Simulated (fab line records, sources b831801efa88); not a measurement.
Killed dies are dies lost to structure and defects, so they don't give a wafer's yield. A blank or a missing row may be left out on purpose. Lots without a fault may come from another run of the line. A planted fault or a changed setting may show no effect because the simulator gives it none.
Which tool did it? | flow gf180mcu | 14 lots, 42 wafers sampled, at 4 steps of a route of 602

WHAT THE GAUGES READ, wafer by wafer
GF_HV_LDD_THK_MEAS_57. Usual: HV_LDD_CVD_56_THK 89.8 nm, standard deviation 1.
lot  | measured     | on            | HV_LDD_CVD_56_THK (nm) | flag
L718 | day 12 17:18 | film_metro-04 | 87.2 88.7 87.6         |
L719 | day 13 07:33 | film_metro-03 | 89.8 90.0 88.9         |
L720 | day 13 10:50 | film_metro-02 | 89.9 89.7 89.4         |
L721 | day 13 15:22 | film_metro-04 | 89.5 89.3 89.3         |
L722 | day 13 23:04 | film_metro-04 | 89.1 89.0 88.8         |
L724 | day 14 21:16 | film_metro-02 | 89.6 89.2 89.1         |
L726 | day 15 11:01 | film_metro-03 | 89.5 89.8 89.7         |
L728 | day 15 18:20 | film_metro-04 | 90.1 89.7 88.9         |
L729 | day 16 06:40 | film_metro-02 | 89.4 89.2 89.6         |
L730 | day 16 11:27 | film_metro-04 | 89.9 89.3 90.3         |
L731 | day 16 20:05 | film_metro-04 | 89.9 89.0 90.2         |
L734 | day 17 22:05 | film_metro-02 | 89.3 89.2 89.7         |
L738 | day 19 02:28 | film_metro-02 | 90.0 90.2 90.1         |
L741 | day 20 00:49 | film_metro-04 | 90.6 90.9 90.8         |

GF_CONTACT_RS_MEAS_25: measures by four-point-probe. Usual: CONTACT_W_RS 0.385 ohm/sq, standard deviation 0.0073.
lot  | measured     | on            | CONTACT_W_RS (ohm/sq) | flag
L718 | day 16 08:43 | film_metro-04 | 0.377 0.383 0.378     |
L719 | day 17 00:59 | film_metro-04 | 0.384 0.376 0.383     |
L720 | day 17 03:41 | film_metro-03 | 0.377 0.376 0.375     |
L721 | day 17 09:43 | film_metro-03 | 0.382 0.382 0.380     |
L722 | day 17 18:46 | film_metro-02 | 0.386 0.377 0.386     |
L724 | day 18 18:46 | film_metro-04 | 0.387 0.385 0.392     |
L726 | day 19 10:50 | film_metro-02 | 0.395 0.384 0.389     |
L728 | day 19 18:41 | film_metro-02 | 0.383 0.397 0.391     |
L729 | day 20 08:04 | film_metro-02 | 0.382 0.374 0.388     |
L730 | day 20 13:37 | film_metro-03 | 0.392 0.384 0.387     |
L731 | day 21 02:33 | film_metro-02 | 0.386 0.373 0.385     |
L734 | day 22 01:51 | film_metro-04 | 0.382 0.377 0.381     |
L738 | day 23 05:33 | film_metro-03 | 0.393 0.386 0.392     |
L741 | day 24 03:04 | film_metro-02 | 0.381 0.382 0.380     |

WHICH TOOL RAN EACH LOT (tool, then ch and the chambers of the sampled wafers, then the start)
lot  | GF_VT_IMPLANT_IMPLANT_19        | GF_VT_IMPLANT_STRIP_20
L718 | implanter-02 ch 0, day 6 10:08  | plasma_asher-04 ch 0,1, day 6 10:16
L719 | implanter-01 ch 0, day 6 22:38  | plasma_asher-04 ch 0,1, day 6 22:46
L720 | implanter-02 ch 0, day 6 22:45  | plasma_asher-01 ch 0,1, day 6 22:54
L721 | implanter-01 ch 0, day 7 07:02  | plasma_asher-04 ch 0,1, day 7 07:09
L722 | implanter-01 ch 0, day 7 11:22  | plasma_asher-03 ch 0,1, day 7 11:31
L724 | implanter-03 ch 0, day 8 02:27  | plasma_asher-01 ch 0,1, day 8 02:36
L726 | implanter-03 ch 0, day 8 10:36  | plasma_asher-01 ch 0,1, day 8 10:45
L728 | implanter-01 ch 0, day 8 19:42  | plasma_asher-03 ch 0,1, day 8 19:51
L729 | implanter-01 ch 0, day 9 05:11  | plasma_asher-01 ch 0,1, day 9 05:17
L730 | implanter-03 ch 0, day 9 09:07  | plasma_asher-01 ch 0,1, day 9 09:16
L731 | implanter-03 ch 0, day 9 15:56  | plasma_asher-04 ch 0,1, day 9 16:02
L734 | implanter-02 ch 0, day 10 12:35 | plasma_asher-01 ch 0,1, day 10 12:42
L738 | implanter-02 ch 0, day 11 11:55 | plasma_asher-03 ch 0,1, day 11 12:04
L741 | implanter-02 ch 0, day 12 05:28 | plasma_asher-01 ch 0,1, day 12 05:36
- GF_VT_IMPLANT_IMPLANT_19
- GF_VT_IMPLANT_STRIP_20: strips in O2/N2.

WHAT THE TOOLS THEMSELVES READ (means of the sampled wafers that have a number; where no wafer has one, the mark that the record gives instead)
GF_VT_IMPLANT_IMPLANT_19. Usual: beam_energy_keV 100.00, standard deviation 0.031; beam_on_s 9.97 s, standard deviation 0.19.
lot  | tool         | beam_energy_keV | beam_on_s (s) | flag
L718 | implanter-02 | 100.01          | 9.98          |
L719 | implanter-01 | 100.01          | 9.86          |
L720 | implanter-02 | 99.98           | 9.90          |
L721 | implanter-01 | 99.99           | 10.06         |
L722 | implanter-01 | 100.04          | 9.86          |
L724 | implanter-03 | 100.05          | 9.90          |
L726 | implanter-03 | 100.02          | 9.97          |
L728 | implanter-01 | 100.02          | 9.97          |
L729 | implanter-01 | 100.03          | 9.90          |
L730 | implanter-03 | 100.03          | 9.91          |
L731 | implanter-03 | 99.96           | 10.00         |
L734 | implanter-02 | 100.03          | 9.99          |
L738 | implanter-02 | 103.85          | 9.96          | OFF
L741 | implanter-02 | 103.87          | 10.03         | OFF

GF_VT_IMPLANT_STRIP_20. Usual: drypump_motor_current_A 5.6 A, standard deviation 0.5; heater_power_w 320 W, standard deviation 40; oes_product_au 0.716 a.u., standard deviation 0.0043; platen_temp_c 250.00 C, standard deviation 0.17; strip_time_to_endpoint_s 12.62 s, standard deviation 0.041.
lot  | tool            | drypump_motor_current_A (A) | heater_power_w (W) | oes_product_au (a.u.) | platen_temp_c (C) | strip_time_to_endpoint_s (s) | flag
L718 | plasma_asher-04 | 6.1                         | 313                | 0.711                 | 250.00            | 12.71                        |
L719 | plasma_asher-04 | 5.8                         | 293                | 0.720                 | 249.86            | 12.58                        |
L720 | plasma_asher-01 | 5.5                         | 305                | 0.714                 | 249.95            | 12.66                        |
L721 | plasma_asher-04 | 6.1                         | 312                | 0.720                 | 250.02            | 12.55                        |
L722 | plasma_asher-03 | 5.5                         | 369                | 0.716                 | 249.92            | 12.62                        |
L724 | plasma_asher-01 | 5.3                         | 297                | 0.713                 | 250.07            | 12.61                        |
L726 | plasma_asher-01 | 5.6                         | 304                | 0.714                 | 250.17            | 12.59                        |
L728 | plasma_asher-03 | 5.5                         | 370                | 0.721                 | 249.95            | 12.67                        |
L729 | plasma_asher-01 | 5.6                         | 307                | 0.717                 | 250.08            | 12.60                        |
L730 | plasma_asher-01 | 5.6                         | 302                | 0.712                 | 249.99            | 12.59                        |
L731 | plasma_asher-04 | 6.1                         | 314                | 0.719                 | 250.05            | 12.60                        |
L734 | plasma_asher-01 | 5.6                         | 303                | 0.714                 | 250.08            | 12.66                        |
L738 | plasma_asher-03 | 5.7                         | 344                | 0.716                 | 250.00            | 12.64                        |
L741 | plasma_asher-01 | 5.3                         | 301                | 0.715                 | 249.79            | 12.63                        |

THE ANSWER, worked out from the rows above alone
Rule: a lot is off if the mean of its wafers that have a number lies more than 3 standard deviations from the usual mean. A lot without any number at a reading at which 4 lots or more have one is off too. The other lots that the step has rows for count as sound. The gauges are gone through in route order, then the tools' own readings, and for those a lot's mean is taken as printed above. The first step at which some lot is off is used, and at that step the reading that is off furthest; a lot without a number counts as furthest.
Off: L738, L741, at GF_VT_IMPLANT_IMPLANT_19 (beam_energy_keV).
A tool fits if, at that step or a process step before it, it ran every lot that is off, and no sound lot after the first of them. One fits: implanter-02 at GF_VT_IMPLANT_IMPLANT_19. Its last sound lot is L734 (day 10 12:35), its first lot that is off L738 (day 11 11:55): a fault that began between those two fits.
The tool's own readings at GF_VT_IMPLANT_IMPLANT_19 bear it out: on the lots that are off they differ by more than 5 times the standard deviation of the sound lots' means. beam_energy_keV reads 103.86 there against 100.01 on the sound lots.

WHAT THE SIMULATOR HAD PUT IN
Process parameter drift: implanter-02, from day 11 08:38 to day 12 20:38, at GF_VT_IMPLANT_IMPLANT_19. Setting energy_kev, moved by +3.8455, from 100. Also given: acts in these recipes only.
Lots struck among those shown: L738, L741. The rule above found the same.
